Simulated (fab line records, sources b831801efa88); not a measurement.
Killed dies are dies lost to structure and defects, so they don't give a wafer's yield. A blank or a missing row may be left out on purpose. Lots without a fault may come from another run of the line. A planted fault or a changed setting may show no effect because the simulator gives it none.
fab line records | flow sky130
record lots=5 wafers=15 last_day=49
route steps=708 shown LDD_LDN@297 SPACER@304 POLY_CUT@307 SD_P@320 RES_XHIGH@332
lots that met no fault: from a run of the same line without faults
start_h: hours from the record's first day to the start of the lot's first wafer shown | wait_h: hours since the lot's step before | " the same as in the row above | L1.1+2: a row that stands for several wafers | - no value, or no start given | * or withheld: withheld | < > ~ a bound
route shown NAME@n: a module of which the file shows steps, and the number in the route of the first | usual: mean/standard deviation of fault-free wafers | same: alike in all rows | chamber/n: place in a boat | sites: the reading at each site | _std_site: their standard deviation | _edge_site: outer sites' mean less inner sites' | radius_mm: how far each site lies from the wafer's centre | mask NAME#n: copy n | behind: the tool/chamber that last shaped the wafer | hold: why the lot was held/for how many hours/how that ended | device: the transistor (n, p or np) that didn't switch | end of line: the same wafers' tests at the end of the route | a step without rows: its recipe alone | killed: dies lost to structure and defects at the first sort, not the wafer's yield | map: a wafer's dies, x killed, . not, _ none there
set.NAME: the setting as run; set.NAME@STEP: as run at that earlier step | model.NAME: the simulator's own value behind a step, which no gauge read
lots at some steps of the route; a table a step, a row a wafer
services: from which hour (start_h, from the record's first day; less than 0 if before it) a tool's chamber was out of use, for how many hours, and why
## steps
# step SKY_LDD_LDN_IMPLANT_08
# recipe species=As energy_kev=15 dose_cm2=1.25e+13 tilt_deg=withheld rotation_deg=23
# columns lot.wafer tool chamber start_h wait_h
L082.1+3+6 implanter-02 0 595.90 0.0
L083.1+2+3 implanter-02 0 633.00 0.0
L084.1+2+3 implanter-04 0 633.89 0.0
L091.1+3+4 implanter-02 0 661.34 0.0
L092.2+3+5 implanter-03 0 672.28 0.0
# step SKY_LDD_LDN_IMPLANT_09
# recipe species=As energy_kev=15.17 dose_cm2=1.25e+13 tilt_deg=withheld rotation_deg=113
# columns lot.wafer tool chamber start_h wait_h
L082.1+3+6 implanter-02 0 596.05 0.1
L083.1+2+3 implanter-02 0 633.15 0.1
L084.1+2+3 implanter-04 0 634.04 0.1
L091.1+3+4 implanter-02 0 661.49 0.1
L092.2+3+5 implanter-03 0 672.43 0.1
# step SKY_LDD_LDN_IMPLANT_10
# recipe species=As energy_kev=15 dose_cm2=1.25e+13 tilt_deg=withheld rotation_deg=203
# columns lot.wafer tool chamber start_h wait_h
L082.1+3+6 implanter-02 0 596.20 0.1
L083.1+2+3 implanter-02 0 633.30 0.1
L084.1+2+3 implanter-04 0 634.19 0.1
L091.1+3+4 implanter-02 0 661.64 0.1
L092.2+3+5 implanter-03 0 672.58 0.1
# step SKY_LDD_LDN_IMPLANT_11
# recipe species=As energy_kev=15 dose_cm2=1.25e+13 tilt_deg=withheld rotation_deg=293
# columns lot.wafer tool chamber start_h wait_h
L082.1+3+6 implanter-02 0 596.35 0.1
L083.1+2+3 implanter-02 0 633.45 0.1
L084.1+2+3 implanter-04 0 634.34 0.1
L091.1+3+4 implanter-02 0 661.79 0.1
L092.2+3+5 implanter-03 0 672.73 0.1
# step SKY_LDD_LDN_STRIP_12
# recipe chemistry=O2/N2 power_w=1400 pressure_mtorr=1500 platen_temp_c=withheld o2_flow_sccm=3000 n2_flow_sccm=300 overash_fraction=0.5
# usual drypump_motor_current_A=5.6/0.49 oes_product_au=0.715/0.0047 strip_time_to_endpoint_s=14.20/0.038
# columns lot.wafer tool chamber start_h wait_h drypump_motor_current_A oes_product_au rf_hours_counter_h strip_time_to_endpoint_s
L082.1 plasma_asher-04 1 596.50 0.1 5.2 0.712 16 14.22
L082.3 " 0 " " 6.2 0.710 - 14.16
L082.6 " 1 " " 5.2 0.715 - 14.21
L083.1 plasma_asher-04 1 633.60 0.1 5.2 0.718 20 14.21
L083.2 " 0 " " 6.2 0.719 20 14.22
L083.3 " 0 " " 6.2 0.709 - 14.19
L084.1 plasma_asher-04 1 634.49 0.1 5.2 0.722 20 14.13
L084.2 " 0 " " 6.1 0.719 20 14.15
L084.3 " 0 " " 6.2 0.716 - 14.17
L091.1 plasma_asher-04 1 661.94 0.1 5.2 0.717 23 14.23
L091.3 " 0 " " 6.2 0.715 - 14.21
L091.4 " 1 " " 5.2 0.713 - 14.19
L092.2 plasma_asher-02 1 672.85 0.1 5.5 0.711 58 14.19
L092.3 " 1 " " 5.5 0.716 - 14.20
L092.5 " 0 " " 5.0 0.722 - 14.19
# step SKY_LDD_LDN_TW_MEAS_13
# usual LDD_LDN_TW=1476/12
# columns lot.wafer tool chamber start_h wait_h LDD_LDN_TW
L082.1 film_metro-02 - 596.60 0.1 1465
L082.3 " - " " 1463
L082.6 " - " " 1461
L083.1 film_metro-03 - 633.70 0.1 1484
L083.2 " - " " 1493
L083.3 " - " " 1485
L084.1 film_metro-03 - 634.59 0.1 1487
L084.2 " - " " 1487
L084.3 " - " " 1479
L091.1 film_metro-02 - 662.04 0.1 1455
L091.3 " - " " 1460
L091.4 " - " " 1456
L092.2 film_metro-03 - 672.96 0.1 1486
L092.3 " - " " 1489
L092.5 " - " " 1488
# step SKY_LDD_LDN_CLEAN_14
# recipe chemistry=SC1/SC2 mix=1:4:20 temp_c=70 time_s=150 dry=n2_spin
# columns lot.wafer tool chamber start_h wait_h
L082.1+3+6 wet_bench-01 2 596.66 0.1
L083.1+2+3 wet_bench-01 3 633.76 0.1
L084.1+2+3 wet_bench-04 2 634.65 0.1
L091.1+3+4 wet_bench-02 3 662.10 0.1
L092.2+3+5 wet_bench-01 2 673.01 0.0
# step SKY_SPACER_CVD_00
# recipe material=Si3N4 precursor=DCS/NH3 target_thk_nm=43.1 temp_c=770 time_s=740 pressure_mtorr=250
# usual zone_power_lower_pct=12.9/0.66
# columns lot.wafer tool chamber start_h wait_h zone_power_lower_pct
L082.1 lpcvd-02 1 597.69 1.0 12.4
L082.3 " 1 " " 12.3
L082.6 " 1 " " 12.3
L083.1 lpcvd-02 1 633.82 0.0 12.3
L083.2 " 1 " " 12.4
L083.3 " 1 " " 12.5
L084.1 lpcvd-02 1 635.02 0.3 12.3
L084.2 " 1 " " 12.3
L084.3 " 1 " " 12.3
L091.1 lpcvd-02 0 662.16 0.0 13.8
L091.3 " 0 " " 13.4
L091.4 " 0 " " 13.7
L092.2 lpcvd-02 0 673.06 0.0 13.8
L092.3 " 0 " " 13.8
L092.5 " 0 " " 13.7
# step SKY_SPACER_THK_MEAS_01
# recipe reads=Si3N4_of_SPACER_CVD_00
# usual SPACER_CVD_00_THK=43.2/0.49
# columns lot.wafer tool chamber start_h wait_h SPACER_CVD_00_THK[nm]
L082.1 film_metro-02 - 598.89 0.0 43.0
L082.3 " - " " 42.8
L082.6 " - " " 42.9
L083.1 film_metro-01 - 635.02 0.0 43.5
L083.2 " - " " 43.1
L083.3 " - " " 43.1
L084.1 film_metro-01 - 636.23 0.0 42.7
L084.2 " - " " 42.8
L084.3 " - " " 42.7
L091.1 film_metro-02 - 663.36 0.0 42.2
L091.3 " - " " 42.7
L091.4 " - " " 42.6
L092.2 film_metro-01 - 674.28 0.0 43.1
L092.3 " - " " 43.2
L092.5 " - " " 43.1
# step SKY_SPACER_ETCHBACK_02
# recipe chemistry=CH3F/O2 target=Si3N4 stop_on=SiO2 source_w=400 bias_w=80 pressure_mtorr=25 ch3f_flow_sccm=40 O2_flow_sccm=30 time_s=46.7 target_depth_a=450
# usual O2_flow_sccm=30.00/0.093 bias_w=79.98/0.22 drypump_motor_current_A=5.5/0.47 oes_product_au=0.856/0.007 throttle_valve_pct=10.563/0.0076
# columns lot.wafer tool chamber start_h wait_h O2_flow_sccm bias_w drypump_motor_current_A oes_product_au rf_hours_counter_h throttle_valve_pct
L082.1 rie_diel-01 2 598.95 0.1 30.00 79.91 5.0 0.861 11 10.552
L082.3 " 1 " " 30.07 80.28 5.0 0.852 70 10.563
L082.6 " 1 " " 29.95 80.18 5.0 0.849 - 10.571
L083.1 rie_diel-02 2 635.08 0.1 29.90 80.06 5.7 0.860 17 10.573
L083.2 " 3 " " 30.00 79.99 6.3 0.863 5 10.569
L083.3 " 0 " " 30.22 79.97 6.2 0.856 7 10.558
L084.1 rie_diel-04 3 636.29 0.1 29.97 79.98 5.3 0.852 50 10.572
L084.2 " 0 " " 29.95 79.71 5.7 0.854 10 10.566
L084.3 " 2 " " 30.23 79.67 4.8 0.847 48 10.568
L091.1 rie_diel-02 0 663.42 0.1 29.99 80.68 6.2 0.846 8 10.563
L091.3 " 3 " " 29.95 80.00 6.3 0.849 6 10.552
L091.4 " 2 " " 30.01 80.02 5.7 0.851 18 10.565
L092.2 rie_diel-04 2 674.33 0.0 29.85 80.04 4.8 0.851 49 10.564
L092.3 " 0 " " 29.99 79.98 5.7 0.848 11 10.568
L092.5 " 2 " " 29.86 79.84 4.8 0.855 - 10.563
# step SKY_POLY_CUT_DEHYDRATE_00
# recipe temp_c=200 time_s=60
# columns lot.wafer tool chamber start_h wait_h
L082.1+3+6 litho_track-02 0 612.28 13.3
L083.1+2+3 litho_track-02 0 648.18 13.1
L084.1+2+3 litho_track-02 0 649.28 13.0
L091.1+3+4 litho_track-01 0 676.52 13.1
L092.2+3+5 litho_track-04 0 688.63 14.3
# step SKY_POLY_CUT_HMDS_01
# recipe prime_time_s=60 prime_temp_c=120
# columns lot.wafer tool chamber start_h wait_h
L082.1+3+6 litho_track-02 0 612.43 0.1
L083.1+2+3 litho_track-02 0 648.33 0.1
L084.1+2+3 litho_track-02 0 649.43 0.1
L091.1+3+4 litho_track-01 0 676.67 0.1
L092.2+3+5 litho_track-04 0 688.78 0.1
# step SKY_POLY_CUT_COAT_02
# recipe resist=BARC temp_c=withheld time_s=withheld spin_rpm=3000 resist_thk_nm=60
# usual dispense_pressure_kPa=48/5
# columns lot.wafer tool chamber start_h wait_h dispense_pressure_kPa
L082.1 litho_track-02 0 612.58 0.1 52
L082.3 " 0 " " 52
L082.6 " 0 " " 52
L083.1 litho_track-02 0 648.48 0.1 52
L083.2 " 0 " " 52
L083.3 " 0 " " 52
L084.1 litho_track-02 0 649.58 0.1 52
L084.2 " 0 " " 52
L084.3 " 0 " " 52
L091.1 litho_track-01 0 676.82 0.1 42
L091.3 " 0 " " 42
L091.4 " 0 " " 42
L092.2 litho_track-04 0 688.93 0.1 52
L092.3 " 0 " " 52
L092.5 " 0 " " 52
# step SKY_POLY_CUT_COAT_03
# recipe resist=KrF-thick spin_rpm=3000 resist_thk_nm=450
# usual dispense_pressure_kPa=48/5
# columns lot.wafer tool chamber start_h wait_h dispense_pressure_kPa
L082.1 litho_track-02 0 - - 52
L082.3 " 0 " " 52
L082.6 " 0 " " 52
L083.1 litho_track-02 0 - - 52
L083.2 " 0 " " 52
L083.3 " 0 " " 52
L084.1 litho_track-02 0 - - 52
L084.2 " 0 " " 52
L084.3 " 0 " " 52
L091.1 litho_track-01 0 - - 42
L091.3 " 0 " " 42
L091.4 " 0 " " 42
L092.2 litho_track-04 0 - - 52
L092.3 " 0 " " 52
L092.5 " 0 " " 52
# step SKY_POLY_CUT_SOFTBAKE_04
# recipe temp_c=100 time_s=90 resist=KrF-thick
# columns lot.wafer tool chamber start_h wait_h
L082.1+3+6 litho_track-02 0 - -
L083.1+2+3 litho_track-02 0 - -
L084.1+2+3 litho_track-02 0 - -
L091.1+3+4 litho_track-01 0 - -
L092.2+3+5 litho_track-04 0 - -
# step SKY_POLY_CUT_EXPOSE_05
# recipe mask_id=NPCM na=0.8 source_shape=annular sigma_inner=0.55 sigma_outer=0.85 target_cd_nm=270 dose_mj=32
# columns lot.wafer tool chamber start_h wait_h mask
L082.1+3+6 krf_scanner-02 0 - - NPCM#0
L083.1+2+3 krf_scanner-01 0 - - NPCM#0
L084.1+2+3 krf_scanner-01 0 - - NPCM#0
L091.1+3+4 krf_scanner-01 0 - - NPCM#0
L092.2+3+5 krf_scanner-01 0 - - NPCM#0
# step SKY_POLY_CUT_PEB_06
# recipe peb_temp_c=withheld peb_time_s=withheld resist=KrF-thick
# columns lot.wafer tool chamber start_h wait_h
L082.1+3+6 litho_track-04 0 - -
L083.1+2+3 litho_track-01 0 - -
L084.1+2+3 litho_track-01 0 - -
L091.1+3+4 litho_track-01 0 - -
L092.2+3+5 litho_track-04 0 - -
# step SKY_POLY_CUT_DEVELOP_07
# recipe develop_time_s=60 resist=KrF-thick dev_temp_c=21
# columns lot.wafer tool chamber start_h wait_h
L082.1+3+6 litho_track-04 0 - -
L083.1+2+3 litho_track-01 0 - -
L084.1+2+3 litho_track-01 0 - -
L091.1+3+4 litho_track-01 0 - -
L092.2+3+5 litho_track-04 0 - -
# step SKY_POLY_CUT_CD_MEAS_08
# recipe target_cd_nm=270
# usual cd_nm=269.7/1.5
# columns lot.wafer tool chamber start_h wait_h cd_nm
L082.1 cd_sem-02 - 627.91 - 271.0
L082.3 " - " " 270.0
L082.6 " - " " 270.4
L083.1 cd_sem-01 - 664.27 - 270.2
L083.2 " - " " 270.7
L083.3 " - " " 269.5
L084.1 cd_sem-01 - 664.97 - 273.3
L084.2 " - " " 271.9
L084.3 " - " " 271.6
L091.1 cd_sem-02 - 692.22 - 270.2
L091.3 " - " " 268.9
L091.4 " - " " 268.8
L092.2 cd_sem-01 - 702.93 - 269.6
L092.3 " - " " 269.2
L092.5 " - " " 268.1
# step SKY_POLY_CUT_OVL_MEAS_09
# usual POLY_CUT_OVL=7/6.8
# columns lot.wafer tool chamber start_h wait_h POLY_CUT_OVL[nm]
L082.1 overlay-02 - 628.03 0.1 13
L082.3 " - " " 8
L082.6 " - " " 3
L083.1 overlay-01 - 664.39 0.1 3
L083.2 " - " " 13
L083.3 " - " " 8
L084.1 overlay-01 - 665.09 0.1 7
L084.2 " - " " 8
L084.3 " - " " 1
L091.1 overlay-02 - 692.34 0.1 4
L091.3 " - " " 2
L091.4 " - " " 2
L092.2 overlay-01 - 703.03 0.1 13
L092.3 " - " " 6
L092.5 " - " " 11
# step SKY_POLY_CUT_ETCH_10
# recipe chemistry=N2/H2 target=BARC ion_energy_ev=200 source_w=500 bias_w=100 pressure_mtorr=30 n2_flow_sccm=100 h2_flow_sccm=200 stop_on=SiO2 time_s=45.9 target_depth_a=600
# usual bias_w=99.96/0.29 drypump_motor_current_A=5.6/0.5 oes_product_au=0.855/0.0046 throttle_valve_pct=13.226/0.0097
# columns lot.wafer tool chamber start_h wait_h bias_w drypump_motor_current_A oes_product_au rf_hours_counter_h throttle_valve_pct
L082.1 rie_diel-03 2 628.06 0.0 99.58 6.0 0.857 18 13.207
L082.3 " 0 " " 100.64 6.5 0.854 6 13.226
L082.6 " 2 " " 100.22 6.1 0.857 - 13.225
L083.1 rie_diel-03 3 664.42 0.0 99.98 5.7 0.857 7 13.237
L083.2 " 2 " " 99.49 6.1 0.850 19 13.224
L083.3 " 0 " " 100.09 6.6 0.854 7 13.242
L084.1 rie_diel-04 0 665.12 0.0 99.97 5.7 0.849 11 13.230
L084.2 " 1 " " 99.62 5.3 0.851 0 13.235
L084.3 " 3 " " 99.79 5.3 0.858 51 13.225
L091.1 rie_diel-01 0 692.37 0.0 99.76 5.6 0.852 37 13.233
L091.3 " 1 " " 100.28 5.0 0.865 1 13.229
L091.4 " 2 " " 99.80 5.0 0.861 14 13.211
L092.2 rie_diel-04 0 703.06 0.0 100.27 5.7 0.855 12 13.251
L092.3 " 1 " " 100.45 5.3 0.863 1 13.227
L092.5 " 2 " " 100.31 4.8 0.863 - 13.221
# step SKY_POLY_CUT_ETCH_11
# recipe target=Si3N4 chemistry=CF4/CH2F2/Ar stop_on=poly-Si source_w=600 bias_w=155.8 pressure_mtorr=40 cf4_flow_sccm=40 ch2f2_flow_sccm=20 Ar_flow_sccm=150 time_s=42.5 target_depth_a=600
# usual bias_w=155.8/0.43 drypump_motor_current_A=5.6/0.5 oes_product_au=0.833/0.0064 throttle_valve_pct=14.994/0.0092
# columns lot.wafer tool chamber start_h wait_h bias_w drypump_motor_current_A oes_product_au rf_hours_counter_h throttle_valve_pct
L082.1 rie_diel-03 2 628.10 0.0 156.6 6.1 0.823 18 14.993
L082.3 " 0 " " 155.7 6.6 0.828 6 14.993
L082.6 " 2 " " 156.1 6.0 0.842 - 15.012
L083.1 rie_diel-03 3 664.46 0.0 155.8 5.6 0.829 7 14.976
L083.2 " 2 " " 156.2 6.0 0.835 19 14.996
L083.3 " 0 " " 156.1 6.6 0.826 7 14.977
L084.1 rie_diel-04 0 665.16 0.0 155.7 5.7 0.836 11 14.986
L084.2 " 1 " " 156.0 5.3 0.835 0 14.981
L084.3 " 3 " " 156.4 5.3 0.836 51 14.995
L091.1 rie_diel-01 0 692.41 0.0 155.3 5.6 0.834 37 15.001
L091.3 " 1 " " 155.8 5.0 0.822 1 15.002
L091.4 " 2 " " 155.2 5.0 0.831 14 14.990
L092.2 rie_diel-04 0 703.10 0.0 156.5 5.7 0.831 12 14.999
L092.3 " 1 " " 156.1 5.3 0.825 1 14.981
L092.5 " 2 " " 155.9 4.8 0.839 - 15.003
# step SKY_POLY_CUT_STRIP_12
# recipe chemistry=O2/N2 power_w=1400 pressure_mtorr=1500 platen_temp_c=withheld o2_flow_sccm=3000 n2_flow_sccm=300 overash_fraction=0.5
# usual drypump_motor_current_A=5.7/0.42 oes_product_au=0.453/0.0046 strip_time_to_endpoint_s=5.373/0.016
# columns lot.wafer tool chamber start_h wait_h drypump_motor_current_A oes_product_au rf_hours_counter_h strip_time_to_endpoint_s
L082.1 plasma_asher-03 1 628.14 0.0 6.5 0.455 95 5.384
L082.3 " 1 " " 6.5 0.456 - 5.368
L082.6 " 1 " " 6.5 0.455 - 5.375
L083.1 plasma_asher-01 0 664.50 0.0 5.9 0.450 80 5.395
L083.2 " 1 " " 5.5 0.454 80 5.409
L083.3 " 0 " " 5.9 0.459 - 5.398
L084.1 plasma_asher-03 0 665.20 0.0 5.8 0.453 98 5.341
L084.2 " 1 " " 6.5 0.452 98 5.384
L084.3 " 1 " " 6.5 0.453 - 5.357
L091.1 plasma_asher-02 1 692.45 0.0 5.5 0.461 60 5.376
L091.3 " 0 " " 5.0 0.457 - 5.368
L091.4 " 1 " " 5.5 0.458 - 5.388
L092.2 plasma_asher-02 1 703.14 0.0 5.5 0.447 61 5.377
L092.3 " 1 " " 5.5 0.458 - 5.375
L092.5 " 0 " " 5.0 0.445 - 5.360
# step SKY_SD_P_DEHYDRATE_00
# recipe temp_c=200 time_s=60
# columns lot.wafer tool chamber start_h wait_h
L082.1+3+6 litho_track-02 0 641.53 13.3
L083.1+2+3 litho_track-01 0 677.32 12.8
L084.1+2+3 litho_track-01 0 677.92 12.7
L091.1+3+4 litho_track-03 0 705.06 12.6
L092.2+3+5 litho_track-01 0 717.19 14.0
# step SKY_SD_P_HMDS_01
# recipe prime_time_s=60 prime_temp_c=120
# columns lot.wafer tool chamber start_h wait_h
L082.1+3+6 litho_track-02 0 641.68 0.1
L083.1+2+3 litho_track-01 0 677.47 0.1
L084.1+2+3 litho_track-01 0 678.07 0.1
L091.1+3+4 litho_track-03 0 705.21 0.1
L092.2+3+5 litho_track-01 0 717.34 0.1
# step SKY_SD_P_COAT_02
# recipe resist=NOVOLAK spin_rpm=3000 resist_thk_nm=1140
# usual dispense_pressure_kPa=47/4.8
# columns lot.wafer tool chamber start_h wait_h dispense_pressure_kPa
L082.1 litho_track-02 0 641.83 0.1 52
L082.3 " 0 " " 52
L082.6 " 0 " " 52
L083.1 litho_track-01 0 677.62 0.1 42
L083.2 " 0 " " 42
L083.3 " 0 " " 42
L084.1 litho_track-01 0 678.22 0.1 42
L084.2 " 0 " " 42
L084.3 " 0 " " 42
L091.1 litho_track-03 0 705.36 0.1 51
L091.3 " 0 " " 51
L091.4 " 0 " " 51
L092.2 litho_track-01 0 717.49 0.1 42
L092.3 " 0 " " 42
L092.5 " 0 " " 42
# step SKY_SD_P_SOFTBAKE_03
# recipe temp_c=90 time_s=60 resist=NOVOLAK
# columns lot.wafer tool chamber start_h wait_h
L082.1+3+6 litho_track-02 0 641.98 0.1
L083.1+2+3 litho_track-01 0 677.77 0.1
L084.1+2+3 litho_track-01 0 678.37 0.1
L091.1+3+4 litho_track-03 0 705.51 0.1
L092.2+3+5 litho_track-01 0 717.64 0.1
# step SKY_SD_P_EXPOSE_04
# recipe mask_id=PSDM na=0.6 source_shape=conventional sigma_outer=0.6 polarization=unpolarized target_cd_nm=380 dose_mj=138
# columns lot.wafer tool chamber start_h wait_h mask
L082.1+3+6 iline_stepper-01 0 - - PSDM#0
L083.1+2+3 iline_stepper-02 0 - - PSDM#0
L084.1+2+3 iline_stepper-02 0 - - PSDM#0
L091.1+3+4 iline_stepper-02 0 - - PSDM#0
L092.2+3+5 iline_stepper-01 0 - - PSDM#0
# step SKY_SD_P_PEB_05
# recipe temp_c=withheld time_s=* resist=NOVOLAK
# columns lot.wafer tool chamber start_h wait_h
L082.1+3+6 litho_track-02 0 - -
L083.1+2+3 litho_track-01 0 - -
L084.1+2+3 litho_track-03 0 - -
L091.1+3+4 litho_track-01 0 - -
L092.2+3+5 litho_track-02 0 - -
# step SKY_SD_P_DEVELOP_06
# recipe resist=NOVOLAK developer=TMAH develop_time_s=60 dev_temp_c=23
# columns lot.wafer tool chamber start_h wait_h
L082.1+3+6 litho_track-02 0 656.98 0.1
L083.1+2+3 litho_track-01 0 692.37 0.1
L084.1+2+3 litho_track-03 0 693.16 0.1
L091.1+3+4 litho_track-01 0 719.67 0.1
L092.2+3+5 litho_track-02 0 730.95 0.1
# step SKY_SD_P_CD_MEAS_07
# recipe target_cd_nm=380
# usual cd_nm=379.4/2.5
# columns lot.wafer tool chamber start_h wait_h cd_nm
L082.1 cd_sem-02 - 657.13 0.1 374.8
L082.3 " - " " 378.2
L082.6 " - " " 378.3
L083.1 cd_sem-01 - 692.52 0.1 379.5
L083.2 " - " " 378.5
L083.3 " - " " 377.6
L084.1 cd_sem-02 - 693.31 0.1 377.8
L084.2 " - " " 380.2
L084.3 " - " " 378.2
L091.1 cd_sem-02 - 719.82 0.1 379.6
L091.3 " - " " 379.7
L091.4 " - " " 378.6
L092.2 cd_sem-01 - 731.10 0.1 381.5
L092.3 " - " " 380.3
L092.5 " - " " 377.5
# step SKY_SD_P_OVL_MEAS_08
# usual SD_P_OVL=0.2/1.3
# columns lot.wafer tool chamber start_h wait_h SD_P_OVL[nm]
L082.1 overlay-02 - 657.25 0.1 0.8
L082.3 " - " " 0.0
L082.6 " - " " 0.1
L083.1 overlay-01 - 692.64 0.1 -2.0
L083.2 " - " " -1.9
L083.3 " - " " -1.0
L084.1 overlay-02 - 693.43 0.1 -0.2
L084.2 " - " " -0.6
L084.3 " - " " 1.4
L091.1 overlay-01 - 719.94 0.1 0.8
L091.3 " - " " -0.3
L091.4 " - " " 0.0
L092.2 overlay-01 - 731.20 0.1 0.8
L092.3 " - " " -0.8
L092.5 " - " " -0.5
# step SKY_SD_P_IMPLANT_09
# recipe species=BF2 energy_kev=20 dose_cm2=3e+15 tilt_deg=0
# columns lot.wafer tool chamber start_h wait_h
L082.1+3+6 implanter-01 0 657.28 0.0
L083.1+2+3 implanter-03 0 692.67 0.0
L084.1+2+3 implanter-03 0 693.46 0.0
L091.1+3+4 implanter-03 0 719.97 0.0
L092.2+3+5 implanter-01 0 731.26 0.0
# step SKY_SD_P_STRIP_10
# recipe chemistry=O2/N2 power_w=1400 pressure_mtorr=1500 platen_temp_c=withheld o2_flow_sccm=3000 n2_flow_sccm=300 overash_fraction=0.5
# usual drypump_motor_current_A=5.8/0.41 oes_product_au=0.618/0.0048 strip_time_to_endpoint_s=17.51/0.037
# columns lot.wafer tool chamber start_h wait_h drypump_motor_current_A oes_product_au rf_hours_counter_h strip_time_to_endpoint_s
L082.1 plasma_asher-03 0 657.43 0.1 5.8 0.619 98 17.55
L082.3 " 0 " " 5.8 0.616 - 17.54
L082.6 " 0 " " 5.8 0.622 - 17.56
L083.1 plasma_asher-01 0 692.82 0.1 5.9 0.621 83 17.51
L083.2 " 1 " " 5.5 0.616 83 17.48
L083.3 " 1 " " 5.5 0.613 - 17.52
L084.1 plasma_asher-03 0 693.61 0.1 5.8 0.629 101 17.54
L084.2 " 1 " " 6.5 0.620 101 17.58
L084.3 " 1 " " 6.5 0.620 - 17.53
L091.1 plasma_asher-03 0 720.12 0.1 5.8 0.624 104 17.53
L091.3 " 1 " " 6.5 0.625 - 17.53
L091.4 " 0 " " 5.8 0.613 - 17.57
L092.2 plasma_asher-04 0 731.38 0.1 6.2 0.623 30 17.47
L092.3 " 0 " " 6.2 0.619 - 17.49
L092.5 " 1 " " 5.3 0.609 - 17.49
# step SKY_SD_P_TW_MEAS_11
# usual SD_P_TW=2810/23
# columns lot.wafer tool chamber start_h wait_h SD_P_TW
L082.1 film_metro-01 - 657.53 0.1 2798
L082.3 " - " " 2808
L082.6 " - " " 2799
L083.1 film_metro-01 - 692.92 0.1 2785
L083.2 " - " " 2790
L083.3 " - " " 2777
L084.1 film_metro-04 - 693.71 0.1 2815
L084.2 " - " " 2794
L084.3 " - " " 2822
L091.1 film_metro-04 - 720.22 0.1 2805
L091.3 " - " " 2822
L091.4 " - " " 2810
L092.2 film_metro-04 - 731.49 0.1 2798
L092.3 " - " " 2783
L092.5 " - " " 2797
# step SKY_RES_XHIGH_DEHYDRATE_00
# recipe temp_c=200 time_s=60
# columns lot.wafer tool chamber start_h wait_h
L082.1+3+6 litho_track-03 0 671.11 13.6
L083.1+2+3 litho_track-02 0 705.83 12.9
L084.1+2+3 litho_track-02 0 707.03 13.3
L091.1+3+4 litho_track-04 0 732.96 12.7
L092.2+3+5 litho_track-02 0 743.65 12.1
# step SKY_RES_XHIGH_HMDS_01
# recipe prime_time_s=60 prime_temp_c=120
# columns lot.wafer tool chamber start_h wait_h
L082.1+3+6 litho_track-03 0 671.26 0.1
L083.1+2+3 litho_track-02 0 705.98 0.1
L084.1+2+3 litho_track-02 0 707.18 0.1
L091.1+3+4 litho_track-04 0 733.11 0.1
L092.2+3+5 litho_track-02 0 743.80 0.1
# step SKY_RES_XHIGH_COAT_02
# recipe resist=NOVOLAK spin_rpm=3000 resist_thk_nm=1140
# usual dispense_pressure_kPa=51.9/0.41
# columns lot.wafer tool chamber start_h wait_h dispense_pressure_kPa
L082.1 litho_track-03 0 671.41 0.1 51.1
L082.3 " 0 " " 51.1
L082.6 " 0 " " 51.1
L083.1 litho_track-02 0 706.13 0.1 51.6
L083.2 " 0 " " 51.6
L083.3 " 0 " " 51.6
L084.1 litho_track-02 0 707.33 0.1 51.6
L084.2 " 0 " " 51.6
L084.3 " 0 " " 51.6
L091.1 litho_track-04 0 733.26 0.1 52.3
L091.3 " 0 " " 52.3
L091.4 " 0 " " 52.3
L092.2 litho_track-02 0 743.95 0.1 51.6
L092.3 " 0 " " 51.6
L092.5 " 0 " " 51.5
# step SKY_RES_XHIGH_SOFTBAKE_03
# recipe temp_c=90 time_s=60 resist=NOVOLAK
# columns lot.wafer tool chamber start_h wait_h
L082.1+3+6 litho_track-03 0 671.56 0.1
L083.1+2+3 litho_track-02 0 706.28 0.1
L084.1+2+3 litho_track-02 0 707.48 0.1
L091.1+3+4 litho_track-04 0 733.41 0.1
L092.2+3+5 litho_track-02 0 744.10 0.1
# step SKY_RES_XHIGH_EXPOSE_04
# recipe mask_id=URPM na=0.6 source_shape=conventional sigma_outer=0.6 polarization=unpolarized target_cd_nm=1270 dose_mj=140
# columns lot.wafer tool chamber start_h wait_h mask
L082.1+3+6 iline_stepper-01 0 - - URPM#0
L083.1+2+3 iline_stepper-01 0 - - URPM#0
L084.1+2+3 iline_stepper-01 0 - - URPM#0
L091.1+3+4 iline_stepper-01 0 - - URPM#0
L092.2+3+5 iline_stepper-02 0 - - URPM#0
# step SKY_RES_XHIGH_PEB_05
# recipe temp_c=withheld time_s=* resist=NOVOLAK
# columns lot.wafer tool chamber start_h wait_h
L082.1+3+6 litho_track-04 0 - -
L083.1+2+3 litho_track-03 0 - -
L084.1+2+3 litho_track-04 0 - -
L091.1+3+4 litho_track-04 0 - -
L092.2+3+5 litho_track-04 0 - -
# step SKY_RES_XHIGH_DEVELOP_06
# recipe resist=NOVOLAK developer=TMAH develop_time_s=60 dev_temp_c=23
# columns lot.wafer tool chamber start_h wait_h
L082.1+3+6 litho_track-04 0 686.06 0.1
L083.1+2+3 litho_track-03 0 720.51 0.1
L084.1+2+3 litho_track-04 0 721.41 0.1
L091.1+3+4 litho_track-04 0 746.71 0.1
L092.2+3+5 litho_track-04 0 757.63 0.1
# step SKY_RES_XHIGH_IMPLANT_07
# recipe species=BF2 energy_kev=20 dose_cm2=3.6e+14 tilt_deg=0
# columns lot.wafer tool chamber start_h wait_h
L082.1+3+6 implanter-03 0 686.21 0.1
L083.1+2+3 implanter-01 0 720.66 0.1
L084.1+2+3 implanter-04 0 721.56 0.1
L091.1+3+4 implanter-03 0 746.86 0.1
L092.2+3+5 implanter-04 0 757.78 0.1
## services
# columns tool chamber start_h hours kind
implanter-03 - 575.27 3.5 repair
implanter-04 - 575.30 0.6 repair
plasma_asher-03 - 575.71 2.8 pm
krf_scanner-01 - 586.61 4.0 pm
plasma_asher-03 - 587.50 3.2 repair
implanter-04 - 587.77 6.3 repair
iline_stepper-02 - 594.09 4.2 repair
implanter-04 - 596.28 22.8 pm
rie_diel-03 3 600.64 6.5 repair
rie_diel-04 2 607.31 1.8 repair
iline_stepper-01 - 609.19 0.6 repair
iline_stepper-01 - 629.34 3.7 repair
implanter-04 - 661.55 4.2 repair
implanter-03 - 665.28 2.3 repair
implanter-04 - 666.52 3.7 repair
implanter-04 - 670.19 21.3 pm
rie_diel-04 1 713.55 10.0 repair
iline_stepper-01 - 714.13 1.7 pm
implanter-03 - 716.86 2.9 pm
plasma_asher-04 - 718.99 2.8 pm
plasma_asher-03 - 733.75 9.0 pm
implanter-04 - 738.26 6.2 repair
rie_diel-04 - 746.25 14.6 pm
implanter-03 - 754.74 6.3 pm
## key
fault none
